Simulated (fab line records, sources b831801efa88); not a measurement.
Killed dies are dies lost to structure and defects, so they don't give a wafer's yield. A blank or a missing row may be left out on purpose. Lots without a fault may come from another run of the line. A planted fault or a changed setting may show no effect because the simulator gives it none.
One fault seen from 2 desks | flow gf180mcu | each desk has only its own numbers; what lay behind them comes last

THE METROLOGY DESK
What the gauges read, lot by lot, whatever tool the lot ran on: means of the sampled wafers that have a number. A lot is out of limits, marked OUT, if its mean lies more than 4 standard deviations from the usual mean; the brackets give that distance.
Columns: A = CONTACT_CVD_02_THK at GF_CONTACT_THK_MEAS_03, usual 860 nm; B = CONTACT_BOW at GF_CONTACT_BOW_MEAS_05, usual 66 um
lot  | first seen here | A   | B
L412 | day 15 07:51    | 869 | 70
L413 | day 15 18:18    | 871 | 67
L415 | day 16 10:03    | 864 | 61
L416 | day 16 18:31    | 859 | 72
L418 | day 17 09:58    | 873 | 65
L419 | day 18 01:01    | 851 | 68
L420 | day 18 03:48    | 854 | 65
L421 | day 18 08:04    | 851 | 60
L422 | day 18 18:30    | 865 | 70
L423 | day 19 00:06    | 867 | 64
L424 | day 19 16:18    | 847 | 59
L428 | day 20 19:09    | 867 | 64
L434 | day 23 01:10    | 863 | 62
L435 | day 23 07:24    | 874 | 69
This desk's finding: nothing out of limits on any of the 14 lots.

THE TOOL OWNER'S DESK: plasma_asher-01
The tool's own readings at GF_CONTACT_STRIP_18 (strips in O2/N2): means of the sampled wafers that have a number, for each lot that ran on this tool. A lot is out of limits, marked OUT, if its mean lies more than 4 standard deviations from the usual mean; the brackets give that distance.
Columns: A = drypump_motor_current_A at GF_CONTACT_STRIP_18, usual 5.7 A; B = heater_power_w at GF_CONTACT_STRIP_18, usual 337 W; C = oes_product_au at GF_CONTACT_STRIP_18, usual 0.582 a.u.; D = platen_temp_c at GF_CONTACT_STRIP_18, usual 250.01 C
lot  | first seen here | A   | B   | C     | D
L413 | day 16 17:19    | 5.5 | 331 | 0.582 | 250.07
L416 | day 17 18:31    | 5.4 | 331 | 0.584 | 249.92
L418 | day 18 10:28    | 5.4 | 331 | 0.578 | 250.13
L419 | day 19 02:04    | 5.5 | 330 | 0.587 | 250.00
L420 | day 19 04:55    | 5.4 | 330 | 0.582 | 250.07
L423 | day 20 01:13    | 5.4 | 333 | 0.581 | 250.13
L424 | day 20 16:58    | 5.5 | 355 | 0.575 | 259.37 (+55) OUT
L428 | day 21 19:32    | 5.4 | 361 | 0.581 | 259.49 (+56) OUT
This desk's finding: out of limits on L424, L428; first on L424, day 20 16:58 (platen_temp_c at GF_CONTACT_STRIP_18). In limits: L413, L416, L418, L419, L420, L423.

PUT TOGETHER
The tool owner's desk could have raised an alarm at day 20 16:58, on L424, L428.
The metrology desk saw nothing out of limits.
The metrology desk has L424, L428 on record, within its limits.
Of the lots named, all ran GF_CONTACT_STRIP_18 on plasma_asher-01.

WHAT THE SIMULATOR HAD PUT IN
Process parameter drift: plasma_asher-01, from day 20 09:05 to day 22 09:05, at GF_CONTACT_STRIP_18. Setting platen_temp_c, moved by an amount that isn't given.
Lots struck among those shown: L424, L428.
Hours from the fault's start to each desk's first reading out of limits: the tool owner's desk, 8.
